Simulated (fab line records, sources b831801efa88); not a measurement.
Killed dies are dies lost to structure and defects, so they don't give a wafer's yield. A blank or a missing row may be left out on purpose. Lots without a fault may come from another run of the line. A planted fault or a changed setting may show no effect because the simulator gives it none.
Which tool did it? | flow sky130 | 13 lots, 39 wafers sampled, at 5 steps of a route of 708

WHAT THE GAUGES READ, wafer by wafer
SKY_GATE_OXIDE_OVL_MEAS_10.
lot  | measured     | on         | GATE_OXIDE_OVL (nm)
L515 | day 14 23:14 | overlay-02 | 2.1 2.0 1.9
L517 | day 15 12:47 | overlay-01 | -0.2 0.2 2.1
L518 | day 15 15:04 | overlay-02 | 2.7 2.0 1.8
L519 | day 15 17:10 | overlay-01 | 1.6 0.8 -2.2
L521 | day 16 12:29 | overlay-02 | 2.1 1.1 2.5
L522 | day 17 02:30 | overlay-01 | 1.6 1.9 0.3
L523 | day 17 08:02 | overlay-02 | 2.3 2.5 1.7
L526 | day 18 01:00 | overlay-01 | 0.8 1.0 1.8
L532 | day 20 06:23 | overlay-02 | 1.0 1.3 2.1
L533 | day 20 14:35 | overlay-01 | 1.0 -0.4 0.0
L535 | day 21 18:10 | overlay-01 | 1.3 1.3 0.7
L536 | day 21 18:26 | overlay-02 | 2.1 2.0 0.4
L537 | day 22 01:41 | overlay-02 | -0.7 -0.2 -0.8

SKY_LDD_P_TW_MEAS_11.
lot  | measured     | on            | LDD_P_TW
L515 | day 20 05:37 | film_metro-02 | 635 635 640
L517 | day 20 22:22 | film_metro-04 | 640 640 638
L518 | day 21 04:55 | film_metro-02 | 639 642 639
L519 | day 21 07:43 | film_metro-03 | 641 642 641
L521 | day 22 01:27 | film_metro-04 | 641 642 641
L522 | day 22 14:59 | film_metro-04 | 640 641 636
L523 | day 22 22:41 | film_metro-04 | 644 641 641
L526 | day 23 12:28 | film_metro-03 | 641 635 639
L532 | day 25 15:58 | film_metro-04 | 639 639 640
L533 | day 26 02:18 | film_metro-04 | 637 635 632
L535 | day 26 23:45 | film_metro-04 | 637 638 635
L536 | day 27 04:08 | film_metro-02 | 640 641 634
L537 | day 27 07:25 | film_metro-04 | 633 632 633

SKY_LDD_HVP_TW_MEAS_10.
lot  | measured     | on            | LDD_HVP_TW
L515 | day 22 19:28 | film_metro-01 | 463.1 461.2 462.1
L517 | day 23 11:52 | film_metro-01 | 460.3 459.2 457.9
L518 | day 23 18:10 | film_metro-02 | 456.1 456.0 455.9
L519 | day 23 20:43 | film_metro-01 | 457.4 459.1 457.0
L521 | day 24 14:40 | film_metro-04 | 461.9 459.6 463.3
L522 | day 25 02:51 | film_metro-02 | 460.1 461.1 462.1
L523 | day 25 09:25 | film_metro-04 | 462.3 463.0 461.5
L526 | day 25 23:27 | film_metro-01 | 466.8 466.5 468.5
L532 | day 28 02:00 | film_metro-04 | 454.2 456.7 459.0
L533 | day 28 12:43 | film_metro-04 | 456.2 459.7 456.6
L535 | day 29 08:43 | film_metro-02 | 453.7 457.5 455.6
L536 | day 29 12:23 | film_metro-04 | 459.6 457.4 458.3
L537 | day 29 15:40 | film_metro-01 | 460.6 460.8 460.7

WHICH TOOL RAN EACH LOT (tool, then ch and the chambers of the sampled wafers, then the start)
lot  | SKY_LDD_HVN_COAT_02               | SKY_LDD_HVN_STRIP_09
L515 | litho_track-03 ch 0, day 20 20:37 | plasma_asher-03 ch 0,1, day 21 12:53
L517 | litho_track-03 ch 0, day 21 14:05 | plasma_asher-03 ch 0,1, day 22 05:32
L518 | litho_track-01 ch 0, day 21 20:27 | plasma_asher-02 ch 0,1, day 22 11:43
L519 | litho_track-01 ch 0, day 21 22:50 | plasma_asher-02 ch 0,1, day 22 14:44
L521 | litho_track-01 ch 0, day 22 16:20 | plasma_asher-02 ch 0, day 23 08:10
L522 | litho_track-01 ch 0, day 23 05:50 | plasma_asher-04 ch 0,1, day 23 20:47
L523 | litho_track-01 ch 0, day 23 12:15 | plasma_asher-03 ch 0,1, day 24 03:34
L526 | litho_track-01 ch 0, day 24 02:47 | plasma_asher-04 ch 0,1, day 24 17:52
L532 | litho_track-04 ch 0, day 26 06:18 | plasma_asher-02 ch 0,1, day 26 21:01
L533 | litho_track-01 ch 0, day 26 17:03 | plasma_asher-04 ch 0,1, day 27 07:29
L535 | litho_track-01 ch 0, day 27 13:51 | plasma_asher-04 ch 1, day 28 04:01
L536 | litho_track-04 ch 0, day 27 18:00 | plasma_asher-02 ch 0,1, day 28 08:10
L537 | litho_track-03 ch 0, day 27 21:29 | plasma_asher-04 ch 0,1, day 28 11:31
- SKY_LDD_HVN_COAT_02: resist thk 300 nm.
- SKY_LDD_HVN_STRIP_09: strips in O2/N2.

WHAT THE TOOLS THEMSELVES READ (means of the sampled wafers that have a number; where no wafer has one, the mark that the record gives instead)
SKY_LDD_HVN_STRIP_09.
lot  | tool            | drypump_motor_current_A (A) | oes_product_au (a.u.) | strip_time_to_endpoint_s (s)
L515 | plasma_asher-03 | 5.4                         | 0.409                 | 4.149
L517 | plasma_asher-03 | 5.8                         | 0.409                 | 4.146
L518 | plasma_asher-02 | 5.1                         | 0.408                 | 4.116
L519 | plasma_asher-02 | 5.1                         | 0.405                 | 4.127
L521 | plasma_asher-02 | 4.9                         | 0.406                 | 4.113
L522 | plasma_asher-04 | 5.9                         | 0.339                 | 2.536
L523 | plasma_asher-03 | 5.4                         | 0.341                 | 2.556
L526 | plasma_asher-04 | 5.9                         | 0.346                 | 2.548
L532 | plasma_asher-02 | 5.3                         | 0.410                 | 4.142
L533 | plasma_asher-04 | 5.8                         | 0.407                 | 4.126
L535 | plasma_asher-04 | 6.0                         | 0.401                 | 4.119
L536 | plasma_asher-02 | 5.3                         | 0.411                 | 4.146
L537 | plasma_asher-04 | 5.9                         | 0.408                 | 4.128

THE ANSWER, worked out from the rows above alone
Rule: what is usual is taken from the lots themselves. Put in order of their means at a reading, lots are off if they are a third of the lots or fewer, leave a main group of 4 or more, and stand apart from it by a gap of 3 or more times the standard deviation of the main group's means; of several such gaps the widest counts. A main group whose means are all the same, to the digits that the tables above print for the reading, isn't used. A lot without any number at a reading at which 4 lots or more have one is off too. The other lots that the step has rows for count as sound. The gauges are gone through in route order, then the tools' own readings, and for those a lot's mean is taken as printed above. The first step at which some lot is off is used, and at that step the reading that is off furthest; a lot without a number counts as furthest.
Off: L522, L523, L526, at SKY_LDD_HVN_STRIP_09 (strip_time_to_endpoint_s). The main group: mean 4.131 s, standard deviation 0.013.
A tool fits if, at that step or a process step before it, it ran every lot that is off, and no sound lot after the first of them. None of those tried fits.

WHAT THE SIMULATOR HAD PUT IN
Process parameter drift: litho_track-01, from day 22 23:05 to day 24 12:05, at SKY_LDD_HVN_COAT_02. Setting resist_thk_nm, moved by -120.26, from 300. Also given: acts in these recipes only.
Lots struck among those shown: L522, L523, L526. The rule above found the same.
